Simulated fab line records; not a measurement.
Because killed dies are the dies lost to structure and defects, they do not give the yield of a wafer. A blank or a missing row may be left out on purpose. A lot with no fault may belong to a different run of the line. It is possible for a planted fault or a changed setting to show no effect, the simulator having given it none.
fab line records / flow sky130
record: lots: 15 wafers: 45 last_day: 51
route steps=708 shown FIELD_ISO@14 NWELL@34
lots with no fault: from the same line, run without faults
start_h: the number of hours between the record's first day and the start of the first shown wafer of the lot / wait_h: hours since the lot's step before / " unchanged from the row above / L1.1+2: one row covering several wafers at once / - no value present, or no start provided / * or withheld: withheld / < > ~ a bound
route shown NAME@n: NAME is a module with steps in the file, n the number in the route of the first one / usual: the fault-free wafers' mean and standard deviation / same: alike in all rows / chamber/n: place in a boat / sites: readings site by site / _std_site: their standard deviation / _edge_site: inner sites' mean taken away from outer sites' mean / radius_mm: how far each site lies from the wafer's centre / mask NAME#n: copy n / behind: the most recent tool/chamber to have shaped the wafer / hold: why the lot went on hold/how many hours it stayed there/how the hold came to an end / device: the n, p or np transistor that did not switch / end of line: the same wafers' tests at the end of the route / a step given without rows: its recipe and nothing more / killed: not the wafer's yield, but the dies lost to structure and defects at the first sort / map: per-die view of a wafer (x killed, . not killed, _ where there is no die)
set.NAME: the setting that was run; set.NAME@STEP: the one run at that earlier step / model.NAME: the simulator's own value behind a step, which no gauge read
a sample of lots followed through the steps of the route, with each step as a table and each wafer as a row
services: the hour from which a tool's chamber was out of use, counted from the record's first day as start_h (under 0 if before that day), plus the number of hours and why
== steps ==
step: SKY_FIELD_ISO_CD_MEAS_13
recipe: target_cd_nm: 150
usual: cd_nm: 149.8/1.8
lot.wafer=L995.2 tool=cd_sem-01 chamber=- start_h=30.19 wait_h=- cd_nm=153.5
lot.wafer=L995.4 tool=cd_sem-01 chamber=- start_h=30.19 wait_h=- cd_nm=153.5
lot.wafer=L995.5 tool=cd_sem-01 chamber=- start_h=30.19 wait_h=- cd_nm=152.5
lot.wafer=L996.1 tool=cd_sem-01 chamber=- start_h=36.20 wait_h=- cd_nm=150.1
lot.wafer=L996.3 tool=cd_sem-01 chamber=- start_h=36.20 wait_h=- cd_nm=150.4
lot.wafer=L996.4 tool=cd_sem-01 chamber=- start_h=36.20 wait_h=- cd_nm=151.9
lot.wafer=L100.4 tool=cd_sem-01 chamber=- start_h=55.48 wait_h=- cd_nm=150.3
lot.wafer=L100.5 tool=cd_sem-01 chamber=- start_h=55.48 wait_h=- cd_nm=149.7
lot.wafer=L100.6 tool=cd_sem-01 chamber=- start_h=55.48 wait_h=- cd_nm=149.1
lot.wafer=L101.3 tool=cd_sem-02 chamber=- start_h=60.31 wait_h=- cd_nm=149.3
lot.wafer=L101.5 tool=cd_sem-02 chamber=- start_h=60.31 wait_h=- cd_nm=146.4
lot.wafer=L101.6 tool=cd_sem-02 chamber=- start_h=60.31 wait_h=- cd_nm=148.7
lot.wafer=L102.3 tool=cd_sem-01 chamber=- start_h=65.26 wait_h=- cd_nm=149.7
lot.wafer=L102.4 tool=cd_sem-01 chamber=- start_h=65.26 wait_h=- cd_nm=150.3
lot.wafer=L102.6 tool=cd_sem-01 chamber=- start_h=65.26 wait_h=- cd_nm=151.2
lot.wafer=L103.1 tool=cd_sem-01 chamber=- start_h=71.55 wait_h=- cd_nm=147.8
lot.wafer=L103.2 tool=cd_sem-01 chamber=- start_h=71.55 wait_h=- cd_nm=150.0
lot.wafer=L103.3 tool=cd_sem-01 chamber=- start_h=71.55 wait_h=- cd_nm=148.2
lot.wafer=L107.2 tool=cd_sem-01 chamber=- start_h=93.69 wait_h=- cd_nm=152.5
lot.wafer=L107.4 tool=cd_sem-01 chamber=- start_h=93.69 wait_h=- cd_nm=152.6
lot.wafer=L107.6 tool=cd_sem-01 chamber=- start_h=93.69 wait_h=- cd_nm=153.2
lot.wafer=L108.1 tool=cd_sem-01 chamber=- start_h=97.35 wait_h=- cd_nm=153.4
lot.wafer=L108.2 tool=cd_sem-01 chamber=- start_h=97.35 wait_h=- cd_nm=152.4
lot.wafer=L108.5 tool=cd_sem-01 chamber=- start_h=97.35 wait_h=- cd_nm=153.5
lot.wafer=L109.3 tool=cd_sem-01 chamber=- start_h=104.86 wait_h=- cd_nm=148.8
lot.wafer=L109.5 tool=cd_sem-01 chamber=- start_h=104.86 wait_h=- cd_nm=148.5
lot.wafer=L109.6 tool=cd_sem-01 chamber=- start_h=104.86 wait_h=- cd_nm=151.5
lot.wafer=L110.2 tool=cd_sem-02 chamber=- start_h=110.44 wait_h=- cd_nm=149.5
lot.wafer=L110.3 tool=cd_sem-02 chamber=- start_h=110.44 wait_h=- cd_nm=149.7
lot.wafer=L110.6 tool=cd_sem-02 chamber=- start_h=110.44 wait_h=- cd_nm=149.2
lot.wafer=L112.1 tool=cd_sem-02 chamber=- start_h=119.77 wait_h=- cd_nm=150.4
lot.wafer=L112.2 tool=cd_sem-02 chamber=- start_h=119.77 wait_h=- cd_nm=151.3
lot.wafer=L112.5 tool=cd_sem-02 chamber=- start_h=119.77 wait_h=- cd_nm=151.2
lot.wafer=L113.3 tool=cd_sem-02 chamber=- start_h=123.96 wait_h=- cd_nm=148.3
lot.wafer=L113.4 tool=cd_sem-02 chamber=- start_h=123.96 wait_h=- cd_nm=148.3
lot.wafer=L113.5 tool=cd_sem-02 chamber=- start_h=123.96 wait_h=- cd_nm=147.2
lot.wafer=L114.1 tool=cd_sem-02 chamber=- start_h=127.50 wait_h=- cd_nm=147.2
lot.wafer=L114.3 tool=cd_sem-02 chamber=- start_h=127.50 wait_h=- cd_nm=146.9
lot.wafer=L114.6 tool=cd_sem-02 chamber=- start_h=127.50 wait_h=- cd_nm=146.1
lot.wafer=L115.1 tool=cd_sem-01 chamber=- start_h=134.27 wait_h=- cd_nm=151.2
lot.wafer=L115.2 tool=cd_sem-01 chamber=- start_h=134.27 wait_h=- cd_nm=151.0
lot.wafer=L115.3 tool=cd_sem-01 chamber=- start_h=134.27 wait_h=- cd_nm=151.6
lot.wafer=L117.3 tool=cd_sem-01 chamber=- start_h=144.56 wait_h=- cd_nm=150.1
lot.wafer=L117.5 tool=cd_sem-01 chamber=- start_h=144.56 wait_h=- cd_nm=149.4
lot.wafer=L117.6 tool=cd_sem-01 chamber=- start_h=144.56 wait_h=- cd_nm=150.2
step: SKY_FIELD_ISO_ANNEAL_26
recipe: temp_c: 1000 time_s: 1800 ambient: N2
usual: spike_tc_bottom_C: 1016.0/1.7 spike_tc_centre_C: 1001.2/1.3
lot.wafer=L995.2 tool=furnace-01 chamber=0 start_h=33.90 wait_h=0.9 spike_tc_bottom_C=1016.3 spike_tc_centre_C=1003.2
lot.wafer=L995.4 tool=furnace-01 chamber=0 start_h=33.90 wait_h=0.9 spike_tc_bottom_C=1015.5 spike_tc_centre_C=1000.8
lot.wafer=L995.5 tool=furnace-01 chamber=0 start_h=33.90 wait_h=0.9 spike_tc_bottom_C=1014.1 spike_tc_centre_C=1002.8
lot.wafer=L996.1 tool=furnace-01 chamber=0 start_h=38.25 wait_h=0.1 spike_tc_bottom_C=1014.4 spike_tc_centre_C=1002.8
lot.wafer=L996.3 tool=furnace-01 chamber=0 start_h=38.25 wait_h=0.1 spike_tc_bottom_C=1016.5 spike_tc_centre_C=1000.9
lot.wafer=L996.4 tool=furnace-01 chamber=0 start_h=38.25 wait_h=0.1 spike_tc_bottom_C=1014.9 spike_tc_centre_C=1001.8
lot.wafer=L100.4 tool=furnace-02 chamber=- start_h=61.41 wait_h=1.2 spike_tc_bottom_C=- spike_tc_centre_C=-
lot.wafer=L100.5 tool=furnace-02 chamber=- start_h=61.41 wait_h=1.2 spike_tc_bottom_C=- spike_tc_centre_C=-
lot.wafer=L100.6 tool=furnace-02 chamber=- start_h=61.41 wait_h=1.2 spike_tc_bottom_C=- spike_tc_centre_C=-
lot.wafer=L101.3 tool=furnace-02 chamber=- start_h=64.16 wait_h=0.3 spike_tc_bottom_C=- spike_tc_centre_C=-
lot.wafer=L101.5 tool=furnace-02 chamber=- start_h=64.16 wait_h=0.3 spike_tc_bottom_C=- spike_tc_centre_C=-
lot.wafer=L101.6 tool=furnace-02 chamber=- start_h=64.16 wait_h=0.3 spike_tc_bottom_C=- spike_tc_centre_C=-
lot.wafer=L102.3 tool=furnace-01 chamber=- start_h=69.37 wait_h=2.1 spike_tc_bottom_C=- spike_tc_centre_C=-
lot.wafer=L102.4 tool=furnace-01 chamber=- start_h=69.37 wait_h=2.1 spike_tc_bottom_C=- spike_tc_centre_C=-
lot.wafer=L102.6 tool=furnace-01 chamber=- start_h=69.37 wait_h=2.1 spike_tc_bottom_C=- spike_tc_centre_C=-
lot.wafer=L103.1 tool=furnace-01 chamber=0 start_h=76.79 wait_h=1.0 spike_tc_bottom_C=1013.6 spike_tc_centre_C=1001.2
lot.wafer=L103.2 tool=furnace-01 chamber=0 start_h=76.79 wait_h=1.0 spike_tc_bottom_C=1015.7 spike_tc_centre_C=1002.3
lot.wafer=L103.3 tool=furnace-01 chamber=0 start_h=76.79 wait_h=1.0 spike_tc_bottom_C=1014.7 spike_tc_centre_C=1002.3
lot.wafer=L107.2 tool=furnace-02 chamber=0 start_h=97.26 wait_h=1.4 spike_tc_bottom_C=1019.5 spike_tc_centre_C=1000.1
lot.wafer=L107.4 tool=furnace-02 chamber=0 start_h=97.26 wait_h=1.4 spike_tc_bottom_C=1017.4 spike_tc_centre_C=999.9
lot.wafer=L107.6 tool=furnace-02 chamber=0 start_h=97.26 wait_h=1.4 spike_tc_bottom_C=1017.7 spike_tc_centre_C=999.6
lot.wafer=L108.1 tool=furnace-01 chamber=0 start_h=100.07 wait_h=0.1 spike_tc_bottom_C=1013.8 spike_tc_centre_C=1001.7
lot.wafer=L108.2 tool=furnace-01 chamber=0 start_h=100.07 wait_h=0.1 spike_tc_bottom_C=1015.2 spike_tc_centre_C=1003.0
lot.wafer=L108.5 tool=furnace-01 chamber=0 start_h=100.07 wait_h=0.1 spike_tc_bottom_C=1014.1 spike_tc_centre_C=1001.1
lot.wafer=L109.3 tool=furnace-02 chamber=0 start_h=108.00 wait_h=0.0 spike_tc_bottom_C=1017.2 spike_tc_centre_C=997.5
lot.wafer=L109.5 tool=furnace-02 chamber=0 start_h=108.00 wait_h=0.0 spike_tc_bottom_C=1017.7 spike_tc_centre_C=1000.1
lot.wafer=L109.6 tool=furnace-02 chamber=0 start_h=108.00 wait_h=0.0 spike_tc_bottom_C=1020.1 spike_tc_centre_C=1000.2
lot.wafer=L110.2 tool=furnace-01 chamber=0 start_h=114.98 wait_h=1.2 spike_tc_bottom_C=1014.1 spike_tc_centre_C=1003.4
lot.wafer=L110.3 tool=furnace-01 chamber=0 start_h=114.98 wait_h=1.2 spike_tc_bottom_C=1015.0 spike_tc_centre_C=1001.6
lot.wafer=L110.6 tool=furnace-01 chamber=0 start_h=114.98 wait_h=1.2 spike_tc_bottom_C=1014.4 spike_tc_centre_C=1000.0
lot.wafer=L112.1 tool=furnace-02 chamber=0 start_h=124.96 wait_h=0.2 spike_tc_bottom_C=1017.8 spike_tc_centre_C=999.4
lot.wafer=L112.2 tool=furnace-02 chamber=0 start_h=124.96 wait_h=0.2 spike_tc_bottom_C=1019.4 spike_tc_centre_C=999.4
lot.wafer=L112.5 tool=furnace-02 chamber=0 start_h=124.96 wait_h=0.2 spike_tc_bottom_C=1018.7 spike_tc_centre_C=1000.1
lot.wafer=L113.3 tool=furnace-01 chamber=0 start_h=127.29 wait_h=1.4 spike_tc_bottom_C=1015.8 spike_tc_centre_C=1001.2
lot.wafer=L113.4 tool=furnace-01 chamber=0 start_h=127.29 wait_h=1.4 spike_tc_bottom_C=1015.4 spike_tc_centre_C=1002.0
lot.wafer=L113.5 tool=furnace-01 chamber=0 start_h=127.29 wait_h=1.4 spike_tc_bottom_C=1014.5 spike_tc_centre_C=1002.4
lot.wafer=L114.1 tool=furnace-01 chamber=0 start_h=131.58 wait_h=0.8 spike_tc_bottom_C=1015.7 spike_tc_centre_C=1001.1
lot.wafer=L114.3 tool=furnace-01 chamber=0 start_h=131.58 wait_h=0.8 spike_tc_bottom_C=1014.2 spike_tc_centre_C=1000.8
lot.wafer=L114.6 tool=furnace-01 chamber=0 start_h=131.58 wait_h=0.8 spike_tc_bottom_C=1015.9 spike_tc_centre_C=1001.7
lot.wafer=L115.1 tool=furnace-02 chamber=0 start_h=137.67 wait_h=0.1 spike_tc_bottom_C=1017.4 spike_tc_centre_C=999.3
lot.wafer=L115.2 tool=furnace-02 chamber=0 start_h=137.67 wait_h=0.1 spike_tc_bottom_C=1019.2 spike_tc_centre_C=999.3
lot.wafer=L115.3 tool=furnace-02 chamber=0 start_h=137.67 wait_h=0.1 spike_tc_bottom_C=1018.2 spike_tc_centre_C=1000.4
lot.wafer=L117.3 tool=furnace-01 chamber=0 start_h=148.65 wait_h=0.0 spike_tc_bottom_C=1013.3 spike_tc_centre_C=1000.4
lot.wafer=L117.5 tool=furnace-01 chamber=0 start_h=148.65 wait_h=0.0 spike_tc_bottom_C=1013.6 spike_tc_centre_C=1001.1
lot.wafer=L117.6 tool=furnace-01 chamber=0 start_h=148.65 wait_h=0.0 spike_tc_bottom_C=1015.2 spike_tc_centre_C=1001.7
step: SKY_NWELL_THK_MEAS_02
recipe: reads: SiO2_of_NWELL_OXIDATION_01
usual: NWELL_OXIDATION_THK: 10.11/0.19
lot.wafer=L995.2 tool=film_metro-01 chamber=- start_h=37.76 wait_h=0.0 NWELL_OXIDATION_THK[nm]=10.03
lot.wafer=L995.4 tool=film_metro-01 chamber=- start_h=37.76 wait_h=0.0 NWELL_OXIDATION_THK[nm]=10.20
lot.wafer=L995.5 tool=film_metro-01 chamber=- start_h=37.76 wait_h=0.0 NWELL_OXIDATION_THK[nm]=10.19
lot.wafer=L996.1 tool=film_metro-03 chamber=- start_h=43.03 wait_h=0.0 NWELL_OXIDATION_THK[nm]=9.91
lot.wafer=L996.3 tool=film_metro-03 chamber=- start_h=43.03 wait_h=0.0 NWELL_OXIDATION_THK[nm]=9.93
lot.wafer=L996.4 tool=film_metro-03 chamber=- start_h=43.03 wait_h=0.0 NWELL_OXIDATION_THK[nm]=10.03
lot.wafer=L103.1 tool=film_metro-01 chamber=- start_h=80.59 wait_h=0.0 NWELL_OXIDATION_THK[nm]=10.09
lot.wafer=L103.2 tool=film_metro-01 chamber=- start_h=80.59 wait_h=0.0 NWELL_OXIDATION_THK[nm]=9.97
lot.wafer=L103.3 tool=film_metro-01 chamber=- start_h=80.59 wait_h=0.0 NWELL_OXIDATION_THK[nm]=10.17
lot.wafer=L107.2 tool=film_metro-03 chamber=- start_h=101.12 wait_h=0.0 NWELL_OXIDATION_THK[nm]=10.51
lot.wafer=L107.4 tool=film_metro-03 chamber=- start_h=101.12 wait_h=0.0 NWELL_OXIDATION_THK[nm]=10.41
lot.wafer=L107.6 tool=film_metro-03 chamber=- start_h=101.12 wait_h=0.0 NWELL_OXIDATION_THK[nm]=10.52
lot.wafer=L108.1 tool=film_metro-02 chamber=- start_h=104.02 wait_h=0.0 NWELL_OXIDATION_THK[nm]=10.29
lot.wafer=L108.2 tool=film_metro-02 chamber=- start_h=104.02 wait_h=0.0 NWELL_OXIDATION_THK[nm]=10.28
lot.wafer=L108.5 tool=film_metro-02 chamber=- start_h=104.02 wait_h=0.0 NWELL_OXIDATION_THK[nm]=10.29
lot.wafer=L109.3 tool=film_metro-02 chamber=- start_h=113.46 wait_h=0.0 NWELL_OXIDATION_THK[nm]=9.97
lot.wafer=L109.5 tool=film_metro-02 chamber=- start_h=113.46 wait_h=0.0 NWELL_OXIDATION_THK[nm]=10.18
lot.wafer=L109.6 tool=film_metro-02 chamber=- start_h=113.46 wait_h=0.0 NWELL_OXIDATION_THK[nm]=10.20
lot.wafer=L110.2 tool=film_metro-02 chamber=- start_h=119.40 wait_h=0.0 NWELL_OXIDATION_THK[nm]=10.08
lot.wafer=L110.3 tool=film_metro-02 chamber=- start_h=119.40 wait_h=0.0 NWELL_OXIDATION_THK[nm]=10.03
lot.wafer=L110.6 tool=film_metro-02 chamber=- start_h=119.40 wait_h=0.0 NWELL_OXIDATION_THK[nm]=10.12
lot.wafer=L112.1 tool=film_metro-02 chamber=- start_h=130.18 wait_h=0.0 NWELL_OXIDATION_THK[nm]=10.20
lot.wafer=L112.2 tool=film_metro-02 chamber=- start_h=130.18 wait_h=0.0 NWELL_OXIDATION_THK[nm]=10.21
lot.wafer=L112.5 tool=film_metro-02 chamber=- start_h=130.18 wait_h=0.0 NWELL_OXIDATION_THK[nm]=9.92
lot.wafer=L113.3 tool=film_metro-02 chamber=- start_h=131.60 wait_h=0.0 NWELL_OXIDATION_THK[nm]=10.12
lot.wafer=L113.4 tool=film_metro-02 chamber=- start_h=131.60 wait_h=0.0 NWELL_OXIDATION_THK[nm]=10.25
lot.wafer=L113.5 tool=film_metro-02 chamber=- start_h=131.60 wait_h=0.0 NWELL_OXIDATION_THK[nm]=10.12
lot.wafer=L114.1 tool=film_metro-03 chamber=- start_h=136.00 wait_h=0.0 NWELL_OXIDATION_THK[nm]=10.48
lot.wafer=L114.3 tool=film_metro-03 chamber=- start_h=136.00 wait_h=0.0 NWELL_OXIDATION_THK[nm]=10.41
lot.wafer=L114.6 tool=film_metro-03 chamber=- start_h=136.00 wait_h=0.0 NWELL_OXIDATION_THK[nm]=10.20
lot.wafer=L115.1 tool=film_metro-03 chamber=- start_h=143.07 wait_h=0.0 NWELL_OXIDATION_THK[nm]=9.90
lot.wafer=L115.2 tool=film_metro-03 chamber=- start_h=143.07 wait_h=0.0 NWELL_OXIDATION_THK[nm]=9.94
lot.wafer=L115.3 tool=film_metro-03 chamber=- start_h=143.07 wait_h=0.0 NWELL_OXIDATION_THK[nm]=9.97
lot.wafer=L117.3 tool=film_metro-01 chamber=- start_h=152.54 wait_h=0.0 NWELL_OXIDATION_THK[nm]=10.16
lot.wafer=L117.5 tool=film_metro-01 chamber=- start_h=152.54 wait_h=0.0 NWELL_OXIDATION_THK[nm]=10.21
lot.wafer=L117.6 tool=film_metro-01 chamber=- start_h=152.54 wait_h=0.0 NWELL_OXIDATION_THK[nm]=10.17
step: SKY_NWELL_TW_MEAS_15
usual: NWELL_TW: 1815/15
lot.wafer=L995.2 tool=film_metro-03 chamber=- start_h=92.56 wait_h=0.1 NWELL_TW=1809
lot.wafer=L995.4 tool=film_metro-03 chamber=- start_h=92.56 wait_h=0.1 NWELL_TW=1808
lot.wafer=L995.5 tool=film_metro-03 chamber=- start_h=92.56 wait_h=0.1 NWELL_TW=1816
lot.wafer=L996.1 tool=film_metro-02 chamber=- start_h=96.14 wait_h=0.1 NWELL_TW=1829
lot.wafer=L996.3 tool=film_metro-02 chamber=- start_h=96.14 wait_h=0.1 NWELL_TW=1828
lot.wafer=L996.4 tool=film_metro-02 chamber=- start_h=96.14 wait_h=0.1 NWELL_TW=1832
lot.wafer=L103.1 tool=film_metro-03 chamber=- start_h=138.69 wait_h=0.1 NWELL_TW=1812
lot.wafer=L103.2 tool=film_metro-03 chamber=- start_h=138.69 wait_h=0.1 NWELL_TW=1813
lot.wafer=L103.3 tool=film_metro-03 chamber=- start_h=138.69 wait_h=0.1 NWELL_TW=1810
lot.wafer=L107.2 tool=film_metro-03 chamber=- start_h=159.60 wait_h=0.1 NWELL_TW=1816
lot.wafer=L107.4 tool=film_metro-03 chamber=- start_h=159.60 wait_h=0.1 NWELL_TW=1814
lot.wafer=L107.6 tool=film_metro-03 chamber=- start_h=159.60 wait_h=0.1 NWELL_TW=1817
lot.wafer=L108.1 tool=film_metro-01 chamber=- start_h=162.54 wait_h=0.1 NWELL_TW=1805
lot.wafer=L108.2 tool=film_metro-01 chamber=- start_h=162.54 wait_h=0.1 NWELL_TW=1794
lot.wafer=L108.5 tool=film_metro-01 chamber=- start_h=162.54 wait_h=0.1 NWELL_TW=1805
lot.wafer=L109.3 tool=film_metro-02 chamber=- start_h=173.06 wait_h=0.1 NWELL_TW=1835
lot.wafer=L109.5 tool=film_metro-02 chamber=- start_h=173.06 wait_h=0.1 NWELL_TW=1834
lot.wafer=L109.6 tool=film_metro-02 chamber=- start_h=173.06 wait_h=0.1 NWELL_TW=1835
lot.wafer=L110.2 tool=film_metro-03 chamber=- start_h=179.00 wait_h=0.1 NWELL_TW=1814
lot.wafer=L110.3 tool=film_metro-03 chamber=- start_h=179.00 wait_h=0.1 NWELL_TW=1823
lot.wafer=L110.6 tool=film_metro-03 chamber=- start_h=179.00 wait_h=0.1 NWELL_TW=1828
lot.wafer=L112.1 tool=film_metro-01 chamber=- start_h=190.58 wait_h=0.1 NWELL_TW=1816
lot.wafer=L112.2 tool=film_metro-01 chamber=- start_h=190.58 wait_h=0.1 NWELL_TW=1809
lot.wafer=L112.5 tool=film_metro-01 chamber=- start_h=190.58 wait_h=0.1 NWELL_TW=1815
lot.wafer=L113.3 tool=film_metro-01 chamber=- start_h=192.62 wait_h=0.1 NWELL_TW=1813
lot.wafer=L113.4 tool=film_metro-01 chamber=- start_h=192.62 wait_h=0.1 NWELL_TW=1805
lot.wafer=L113.5 tool=film_metro-01 chamber=- start_h=192.62 wait_h=0.1 NWELL_TW=1813
lot.wafer=L114.1 tool=film_metro-02 chamber=- start_h=198.49 wait_h=0.1 NWELL_TW=1838
lot.wafer=L114.3 tool=film_metro-02 chamber=- start_h=198.49 wait_h=0.1 NWELL_TW=1853
lot.wafer=L114.6 tool=film_metro-02 chamber=- start_h=198.49 wait_h=0.1 NWELL_TW=1852
lot.wafer=L115.1 tool=film_metro-01 chamber=- start_h=208.00 wait_h=0.1 NWELL_TW=1807
lot.wafer=L115.2 tool=film_metro-01 chamber=- start_h=208.00 wait_h=0.1 NWELL_TW=1799
lot.wafer=L115.3 tool=film_metro-01 chamber=- start_h=208.00 wait_h=0.1 NWELL_TW=1816
lot.wafer=L117.3 tool=film_metro-02 chamber=- start_h=217.26 wait_h=0.1 NWELL_TW=1835
lot.wafer=L117.5 tool=film_metro-02 chamber=- start_h=217.26 wait_h=0.1 NWELL_TW=1841
lot.wafer=L117.6 tool=film_metro-02 chamber=- start_h=217.26 wait_h=0.1 NWELL_TW=1831
== services ==
tool=furnace-01 chamber=- start_h=16.63 hours=4.7 kind=pm
tool=furnace-02 chamber=- start_h=51.59 hours=7.2 kind=pm
tool=furnace-02 chamber=- start_h=68.45 hours=3.3 kind=pm
tool=furnace-01 chamber=- start_h=144.69 hours=3.8 kind=pm
== key ==
first_sign: step: SKY_FIELD_ISO_ANNEAL_26 reading: tool_record direction: missing
effect none on later readings
met_at SKY_FIELD_ISO_ANNEAL_26
struck_lots L100,L101,L102
later_rows_left_out L100.4,L100.5,L100.6,L101.3,L101.5,L101.6,L102.3,L102.4,L102.6
sort_left_out L100.4,L100.5,L100.6,L101.3,L101.5,L101.6,L102.3,L102.4,L102.6
tester_left_out L100,L101,L102
not_acting_at SKY_FIELD_ISO_CD_MEAS_13,SKY_NWELL_THK_MEAS_02,SKY_NWELL_TW_MEAS_15
onset_between 38.25 61.41
fault: kind: skipped_step_whole tool: furnace-01,furnace-02 chamber: - onset_h: 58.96 steps: SKY_FIELD_ISO_ANNEAL_26 scope: struck_lots_only
tester_left_out: of these lots the tester's yield and bins aren't shown, on N5 and GAA mostly nor the transistor test; their killed dies are dies lost to structure and defects alone, not to doping, threshold or leakage, so they don't give the yield
sort_left_out: the simulated sort isn't trusted on such a fault, so these wafers' sort isn't shown, and their yield isn't known
later_rows_left_out: the simulator's readings of these wafers behind a module that went badly wrong aren't trusted and aren't shown, but for the sort
